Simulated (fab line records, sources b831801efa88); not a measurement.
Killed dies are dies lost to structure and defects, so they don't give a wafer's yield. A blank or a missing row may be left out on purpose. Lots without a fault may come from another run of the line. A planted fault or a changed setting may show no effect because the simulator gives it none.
A struck lot beside a sound one | flow sky130 | 16 steps out of a route of 708
Sound: wafers L202.2, L202.4, L202.5. Struck: wafers L206.2, L206.5, L206.6. The cause comes at the end.
At each step with rows: each side's tool, then ch and its chambers, then its first start. Under that, the readings that differ: sound wafers | struck wafers | difference of the means | sigmas: that difference in standard deviations of wafers without a fault.
alike: readings whose means differ by less than 2 such deviations, and words and numbers that are the same on both sides. not compared: withheld readings, readings that some wafer has no value for, bounds like >300 that may hide the same value, and numbers for which the record gives no deviation and whose values overlap.
The two part at a step that has a row with sigmas, a row that says differs or no value, or rows on one side only. Numbers that don't overlap but have no deviation are shown without sigmas and don't part them. A reading that every wafer of one side lacks parts them only if that side has two wafers or more.

first, 8 steps without rows for these wafers: SKY_METAL2_DEHYDRATE_07 (time 60 s); SKY_METAL2_HMDS_08 (prime time 60 s); SKY_METAL2_COAT_09 (resist thk 60 nm); SKY_METAL2_COAT_10 (resist thk 450 nm); SKY_METAL2_SOFTBAKE_11 (time 90 s); SKY_METAL2_EXPOSE_12 (exposes mask MM2, target cd 140 nm); SKY_METAL2_PEB_13; SKY_METAL2_DEVELOP_14 (develop time 60 s).
SKY_METAL2_CD_MEAS_15: target cd 140 nm.
  sound on cd_sem-02, day 35 23:28; struck on cd_sem-02, day 37 10:50
  alike: cd_nm
SKY_METAL2_OVL_MEAS_16:
  sound on overlay-01, day 35 23:35; struck on overlay-02, day 37 10:57
  alike: METAL2_OVL
SKY_METAL2_DESCUM_17: chemistry O2, time 8 s.
  sound on rie_metal-02 ch 0,1, day 35 23:37; struck on rie_metal-02 ch 0,1, day 37 10:59
  alike: drypump_motor_current_A, oes_product_au
  not compared: rf_hours_counter_h
SKY_METAL2_ETCH_18: etches BARC in N2/H2, stops on SiO2, time 45.9 s, target depth 60 nm.
  sound on rie_metal-02 ch 0,1, day 35 23:38; struck on rie_metal-02 ch 0,1, day 37 11:01
  alike: bias_w, drypump_motor_current_A, h2_flow_sccm, oes_product_au, run_length_s, throttle_valve_pct
  not compared: rf_hours_counter_h
SKY_METAL2_METAL_ETCH_19: etches the open film in Cl2/BCl3, stops on SiO2, target depth 360 nm, time 78 s.
  sound on rie_metal-02 ch 0,1, day 35 23:42; struck on rie_metal-02 ch 0,1, day 37 11:04
  reading                                       | sound             | struck            | difference                    | sigmas
  bias_w (W)                                    | 48.31 48.53 48.64 | - - -             | no value on the struck wafers |
  oes_product_au (a.u.)                         | 0.859 0.857 0.859 | 0.973 0.988 0.980 | +0.122                        | +18
  run_length_s (s)                              | 105.9 106.5 106.0 | 94.8 94.6 94.5    | -11.5                         | -13
  model.KrF-thick_of_METAL2_COAT_10.thk_nm (nm) | 159.1 167.5 160.9 | 203.5 200.1 200.5 | +38.9                         |
  alike: drypump_motor_current_A, throttle_valve_pct
  not compared: rf_hours_counter_h
SKY_METAL2_STRIP_20: strips in O2/N2.
  sound on plasma_asher-03 ch 0,1, day 35 23:47; struck on plasma_asher-02 ch 0,1, day 37 11:10
  reading                      | sound             | struck            | difference | sigmas
  oes_product_au (a.u.)        | 0.343 0.353 0.339 | 0.365 0.366 0.364 | +0.020     | +4
  strip_time_to_endpoint_s (s) | 2.70 2.79 2.70    | 3.18 3.16 3.14    | +0.43      | +5
  alike: drypump_motor_current_A
  not compared: rf_hours_counter_h
then, 1 step without rows for these wafers: SKY_METAL2_STRIP_21 (strips in post etch residue remover, time 1200 s).
-- the record jumps here: 10 days lie between the struck wafers' starts before and after (it left off in module METAL2 and takes up again in module PAD_OPEN, whose first step shown is number 708 of the route) --
SKY_PAD_OPEN_PROBE_99:
  the record has rows for the struck wafers here (prober-01, day 47 19:41) and none for the sound ones

WHERE THEY PART
First at SKY_METAL2_METAL_ETCH_19; last, within this record, at SKY_PAD_OPEN_PROBE_99.

WHY: what the simulator had put in
Process parameter drift: rie_metal-02, from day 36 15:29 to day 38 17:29, at SKY_METAL2_METAL_ETCH_19. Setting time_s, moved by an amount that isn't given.
